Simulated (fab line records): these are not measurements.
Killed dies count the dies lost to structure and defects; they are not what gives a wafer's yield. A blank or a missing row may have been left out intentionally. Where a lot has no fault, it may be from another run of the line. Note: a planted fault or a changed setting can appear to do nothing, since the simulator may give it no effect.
A single fault, viewed from 2 desks | flow gf180mcu | each desk holds nothing but its own numbers, with what lay behind them at the end

## THE METROLOGY DESK
Means of the sampled wafers that have a number, per lot and without regard to the tool the lot ran on: this is what the gauges read. Marked OUT: a lot whose mean sits more than 4 standard deviations from the usual mean, which makes it out of limits; the brackets give that distance.
Columns: A = LVPWELL_TW at GF_LVPWELL_TW_MEAS_11, usual 557; B = LVPWELL_RS at GF_VT_IMPLANT_RS_MEAS_48, usual 1197.9 ohm/sq; C = cdNm at GF_PSD_CD_MEAS_07, usual 400.3 nm
lot  | first seen here | A   | B                | C
L652 | day 4 03:15     | 553 | 1199.0           | 401.4
L653 | day 4 07:15     | 551 | 1198.8           | 397.7
L654 | day 4 14:21     | 553 | 1199.8           | 397.1
L655 | day 4 21:53     | 552 | 1200.9           | 398.1
L658 | day 5 11:23     | 541 | 1321.5 (+48) OUT | 398.7
L659 | day 5 23:11     | 549 | 1322.4 (+48) OUT | 399.2
L665 | day 7 07:08     | 534 | 1324.7 (+49) OUT | 404.1
L667 | day 7 19:58     | 563 | 1196.5           | 401.1
L670 | day 8 12:55     | 550 | 1198.7           | 398.4
L672 | day 9 01:32     | 564 | 1198.7           | 399.0
L673 | day 9 02:32     | 567 | 1193.6           | 399.0
L674 | day 9 08:20     | 554 | 1200.2           | 403.1
This desk's result: L658, L659, L665 out of limits, first on L658 (LVPWELL_RS at GF_VT_IMPLANT_RS_MEAS_48), day 9 08:47. In limits: L652, L653, L654, L655, L667, L670, L672, L673, L674.

## DESK OF THE TOOL OWNER: implanter-04
The tool's own readings at GF_LVPWELL_IMPLANT_09, given as means over the sampled wafers that have a number, one for each lot that went through this tool. Marked OUT: a lot whose mean sits more than 4 standard deviations from the usual mean, which makes it out of limits; the brackets give that distance.
Columns: A = doseIonsCm2 at GF_LVPWELL_IMPLANT_09, usual 5.001e+12; B = faradayCurrentUA at GF_LVPWELL_IMPLANT_09, usual 28.2
lot  | first seen here | A                           | B
L652 | day 4 03:01     | 4.998e+12                   | 28.2
L653 | day 4 07:00     | 5.004e+12                   | 27.6
L658 | day 5 11:08     | 2.617e+12 (-99 or more) OUT | 15.0 (-23) OUT
L659 | day 5 22:56     | 2.610e+12 (-99 or more) OUT | 14.8 (-24) OUT
L665 | day 7 06:53     | 2.613e+12 (-99 or more) OUT | 14.8 (-23) OUT
This desk finds L658, L659, L665 out of limits, L658 being first, at day 5 11:08 (doseIonsCm2 at GF_LVPWELL_IMPLANT_09). In limits: L652, L653.

## BROUGHT TOGETHER
At day 5 11:08, on L658, L659, L665, the tool owner's desk was in a position to raise an alarm.
Metrology desk: alarm possible at day 9 08:47 on L658, L659, L665.
The lots listed all ran GF_LVPWELL_IMPLANT_09 on implanter-04.

## WHAT THE SIMULATOR PUT IN
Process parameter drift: implanter-04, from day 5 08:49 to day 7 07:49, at GF_LVPWELL_IMPLANT_09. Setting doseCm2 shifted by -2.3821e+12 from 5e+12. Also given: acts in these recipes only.
Struck lots among those shown: L658, L659, L665.
Counting hours from when the fault started, the first reading out of limits came at 2 for the tool owner's desk and at 96 for the metrology desk.
